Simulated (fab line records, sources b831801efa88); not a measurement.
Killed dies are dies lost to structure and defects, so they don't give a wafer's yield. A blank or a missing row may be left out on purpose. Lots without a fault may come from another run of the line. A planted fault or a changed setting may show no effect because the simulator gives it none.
Tool commonality check | flow sky130 | 13 lots, 39 wafers sampled

WHY IT WAS OPENED
At SKY_SD_P_TW_MEAS_11 the reading SD_P_TW is flagged on 1 of 13 lots. Wafers without a fault read 2813, standard deviation 25.
Rule: a lot is flagged when every wafer of it that has a number lies more than 4 standard deviations from that mean, or none has a number. The other lots count as sound.

lot  | measured     | on            | SD_P_TW, wafer by wafer | flag
L401 | day 25 12:43 | film_metro-02 | 2856 2840 2835          |
L402 | day 26 05:38 | film_metro-01 | 2822 2824 2818          |
L403 | day 26 13:16 | film_metro-01 | 2835 2841 2846          |
L405 | day 27 06:28 | film_metro-01 | 2809 2824 2819          |
L406 | day 27 15:43 | film_metro-01 | 2825 2812 2813          |
L409 | day 28 11:11 | film_metro-02 | 2834 2834 2841          |
L408 | day 28 12:31 | film_metro-02 | 2830 2841 2845          |
L414 | day 30 07:13 | film_metro-02 | 30 30 30                | FLAGGED
L417 | day 31 05:55 | film_metro-03 | 2777 2788 2768          |
L421 | day 32 06:56 | film_metro-03 | 2786 2805 2788          |
L422 | day 33 02:05 | film_metro-03 | 2785 2770 2792          |
L423 | day 33 09:37 | film_metro-03 | 2790 2796 2779          |
L424 | day 33 21:07 | film_metro-02 | 2822 2839 2820          |
The numbers of the flagged lots are 30 on average: -2783 against the usual, or -99 or more standard deviations.

WHICH TOOL RAN EACH LOT
The record holds 1 process step before the reading, out of a route of 708 steps. In each cell: the tool, then ch and the chambers that the sampled wafers went through, then the start.
lot  | flag    | SKY_SD_P_EXPOSE_04
L401 |         | iline_stepper-02 ch 0, day 24 21:43
L402 |         | iline_stepper-01 ch 0, day 25 14:25
L403 |         | iline_stepper-02 ch 0, day 25 22:44
L405 |         | iline_stepper-02 ch 0, day 26 15:56
L406 |         | iline_stepper-01 ch 0, day 27 01:35
L409 |         | iline_stepper-01 ch 0, day 27 20:21
L408 |         | iline_stepper-02 ch 0, day 27 22:03
L414 | FLAGGED | iline_stepper-02 ch 0, day 29 17:22
L417 |         | iline_stepper-01 ch 0, day 30 15:47
L421 |         | iline_stepper-01 ch 0, day 31 16:34
L422 |         | iline_stepper-02 ch 0, day 32 13:26
L423 |         | iline_stepper-01 ch 0, day 32 19:35
L424 |         | iline_stepper-01 ch 0, day 33 07:13
What these steps do:
- SKY_SD_P_EXPOSE_04: exposes mask PSDM, target cd 380 nm.
- SKY_SD_P_TW_MEAS_11

FLAGGED OVER TOTAL, TOOL BY TOOL (the gauges that took the reading come last)
step                | tool             | lots run | flagged | share of the flagged lots | sound lots run after its first flagged lot
SKY_SD_P_EXPOSE_04  | iline_stepper-01 | 7        | 0       | none                      | -
SKY_SD_P_EXPOSE_04  | iline_stepper-02 | 6        | 1       | all                       | 1 (L422)
SKY_SD_P_TW_MEAS_11 | film_metro-01    | 4        | 0       | none                      | -
SKY_SD_P_TW_MEAS_11 | film_metro-02    | 5        | 1       | all                       | 1 (L424)
SKY_SD_P_TW_MEAS_11 | film_metro-03    | 4        | 0       | none                      | -

WHAT THE TABLE ALLOWS
2 rows of the table ran every flagged lot: iline_stepper-02 at SKY_SD_P_EXPOSE_04, film_metro-02 at SKY_SD_P_TW_MEAS_11.
- iline_stepper-02 at SKY_SD_P_EXPOSE_04: 1 of its 6 lots flagged. Sound lots ran on it after the first flagged one (L422), which a lasting fault on the whole tool wouldn't allow.
- film_metro-02 at SKY_SD_P_TW_MEAS_11: 1 of its 5 lots flagged. Sound lots ran on it after the first flagged one (L424), which a lasting fault on the whole tool wouldn't allow.
No row of the table ran every flagged lot and no sound lot after the first.

WHAT THE SIMULATOR HAD PUT IN
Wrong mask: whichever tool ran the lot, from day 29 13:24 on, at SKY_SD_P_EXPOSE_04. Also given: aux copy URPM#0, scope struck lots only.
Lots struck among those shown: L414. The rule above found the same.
